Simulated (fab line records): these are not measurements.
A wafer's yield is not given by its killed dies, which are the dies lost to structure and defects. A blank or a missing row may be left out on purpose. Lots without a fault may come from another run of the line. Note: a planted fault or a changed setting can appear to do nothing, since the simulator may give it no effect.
Check for tools in common    flow gf180mcu    12 lots and 36 wafers in the sample

REASON FOR OPENING
At GF_PASSIVATION_BOW_MEAS_14 the reading PASSIVATION_BOW is flagged on 3 of 12 lots. No-fault wafers: 135 um, standard deviation 9.5.
Rule: a lot is flagged when every wafer of it that has a number lies more than 4 standard deviations from that mean, or none has a number. As for the other lots, they are considered sound.

lot   measured      on            PASSIVATION_BOW (um), wafer by wafer  flag
L397  day 28 23:29  filmMetro-03  126 127 133                           
L399  day 29 15:27  filmMetro-02  138 125 133                           
L400  day 30 08:30  filmMetro-04  137 132 140                           
L402  day 30 09:04  filmMetro-02  141 142 116                           
L403  day 30 20:00  filmMetro-04  120 110 127                           
L405  day 31 12:37  filmMetro-04  133 145 140                           
L406  day 31 18:12  filmMetro-02  144 143 153                           
L408  day 32 07:49  filmMetro-03  151 142 154                           
L415  day 34 02:41  filmMetro-03  206 215 212                           FLAGGED
L416  day 34 03:08  filmMetro-02  202 219 219                           FLAGGED
L417  day 34 07:14  filmMetro-02  205 201 207                           FLAGGED
L420  day 35 03:37  filmMetro-02  122 132 134                           
The mean of the flagged lots' numbers is 210 um, +75 um from the usual (+8 standard deviations).

TOOL THAT RAN EACH LOT
Before the reading, the record contains 3 process steps out of a 602-step route. Read each cell as the tool, then ch plus the chambers that the sampled wafers visited, then the start.
lot   flag     GF_M4_SPUTTER_00             GF_V5_ETCH_17                                 GF_PASSIVATION_ANNEAL_13
L397           pvdSputter-02, day 22 10:46  rieDiel-03 ch 0,1,3, day 28 21:58 or earlier  furnace-01 ch 0, day 28 21:58
L399           pvdSputter-04, day 23 06:18  rieDiel-04 ch 0,1,2, day 29 13:57 or earlier  furnace-01 ch 0, day 29 13:57
L400           pvdSputter-01, day 23 22:56  rieDiel-01 ch 0,3, day 30 07:00 or earlier    furnace-01 ch 0, day 30 07:00
L402           pvdSputter-01, day 24 00:02  rieDiel-01 ch 1,2, day 30 07:31 or earlier    furnace-02 ch 0, day 30 07:31
L403           pvdSputter-04, day 24 15:31  rieDiel-03 ch 0,2, day 30 18:30 or earlier    furnace-02 ch 0, day 30 18:30
L405           pvdSputter-04, day 25 09:15  rieDiel-03 ch 0,1,2, day 31 11:06 or earlier  furnace-02 ch 0, day 31 11:06
L406           pvdSputter-04, day 25 16:25  rieDiel-01 ch 0,2,3, day 31 16:40 or earlier  furnace-01 ch 0, day 31 16:40
L408           pvdSputter-01, day 26 11:05  rieDiel-03 ch 0,1,2, day 32 06:16 or earlier  furnace-01 ch 0, day 32 06:16
L415  FLAGGED  pvdSputter-02, day 28 08:48  rieDiel-03 ch 0,1,3, day 34 01:10 or earlier  furnace-02, day 34 01:10
L416  FLAGGED  pvdSputter-04, day 28 14:10  rieDiel-03 ch 0,3, day 34 01:37 or earlier    furnace-01, day 34 01:37
L417  FLAGGED  pvdSputter-02, day 28 22:35  rieDiel-01 ch 0,2,3, day 34 05:44 or earlier  furnace-02, day 34 05:44
L420           pvdSputter-01, day 29 21:38  rieDiel-04 ch 0,1,3, day 35 02:05 or earlier  furnace-01 ch 0, day 35 02:05
These steps, and what they do:
- GF_M4_SPUTTER_00: material Ti, target thk 37.5 nm, time 150 s.
- GF_V5_ETCH_17: etches SiO2 in C4F8/O2/Ar, stops on TiN, target depth 855 nm.
- GF_PASSIVATION_ANNEAL_13: time 1800 s.
- GF_PASSIVATION_BOW_MEAS_14

FLAGGED AGAINST TOTAL, ONE TOOL AT A TIME (gauges that did the reading follow at the end)
step                        tool           lots run  flagged  share of the flagged lots  sound lots run after its first flagged lot
GF_M4_SPUTTER_00            pvdSputter-01  4         0        none                       -
GF_M4_SPUTTER_00            pvdSputter-02  3         2        some                       0
GF_M4_SPUTTER_00            pvdSputter-04  5         1        some                       0
GF_V5_ETCH_17               rieDiel-01     4         1        some                       0
GF_V5_ETCH_17               rieDiel-03     6         2        some                       0
GF_V5_ETCH_17               rieDiel-04     2         0        none                       -
GF_PASSIVATION_ANNEAL_13    furnace-01     7         1        some                       1 (L420)
GF_PASSIVATION_ANNEAL_13    furnace-02     5         2        some                       0
GF_PASSIVATION_BOW_MEAS_14  filmMetro-02   6         2        some                       1 (L420)
GF_PASSIVATION_BOW_MEAS_14  filmMetro-03   3         1        some                       0
GF_PASSIVATION_BOW_MEAS_14  filmMetro-04   3         0        none                       -
Because GF_V5_ETCH_17 lacks a start for some lots, the hours and order of its lots are taken from GF_PASSIVATION_ANNEAL_13.

WHAT THE TABLE PERMITS
No row of the table ran every flagged lot.

WHAT THE SIMULATOR HAD PUT IN
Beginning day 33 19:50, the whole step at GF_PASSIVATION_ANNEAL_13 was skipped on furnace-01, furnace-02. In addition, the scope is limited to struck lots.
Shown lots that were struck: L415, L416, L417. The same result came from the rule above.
